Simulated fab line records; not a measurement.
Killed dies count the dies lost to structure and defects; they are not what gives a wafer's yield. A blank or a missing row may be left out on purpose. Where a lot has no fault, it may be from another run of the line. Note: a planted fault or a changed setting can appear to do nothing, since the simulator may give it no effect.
Chamber matching | flow gf180mcu | GF_V2_CMP_04 on cmp-01: 4 sister chambers
The step polishes SiO2. 4 wafers are shown with their chamber, then 7 later ones without.

WAFERS WITH THEIR CHAMBER
wafer  | chamber | motor-current-A (A)
L110.5 | 0       | 12.5
L112.1 | 1       | 12.0
L112.2 | 2       | 12.7
L114.1 | 3       | 12.4

WAFERS WITH NO CHAMBER GIVEN
wafer  | motor-current-A (A)
L114.2 | 12.8
L114.4 | 12.3
L115.1 | 11.5
L115.3 | 12.1
L115.5 | 12.7
L124.3 | 13.1
L124.6 | 12.3

WHICH CHAMBER EACH WENT THROUGH
wafer  | from the rows above               | in truth
L114.2 | can't be placed: 2 or 0 or 3      | 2
L114.4 | can't be placed: 3 or 0 or 1 or 2 | 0
L115.1 | can't be placed: 1 or 3 or 0      | 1
L115.3 | can't be placed: 1 or 3 or 0 or 2 | 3
L115.5 | can't be placed: 2 or 0 or 3      | 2
L124.3 | can't be placed: 2 or 0 or 3      | 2
L124.6 | can't be placed: 3 or 0 or 1 or 2 | 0
Placed correctly: 0 of 7. Cannot be placed on the basis of these rows: 7; the candidates contain the true chamber in 7. 0 placed wrongly.
How it was worked out, from the rows above alone: a wafer's distance from a chamber is the root of the sum, over the readings, of the square of ((its reading less the chamber's mean) divided by the reading's scatter). The wafer belongs to the nearest chamber; if the next one is less than 2 further off, it can't be placed. The mean given for a chamber averages the wafers shown for that chamber. The scatter: with one shown wafer a chamber, the root of the mean of the squares of how far each hidden wafer lies from its nearest shown one.
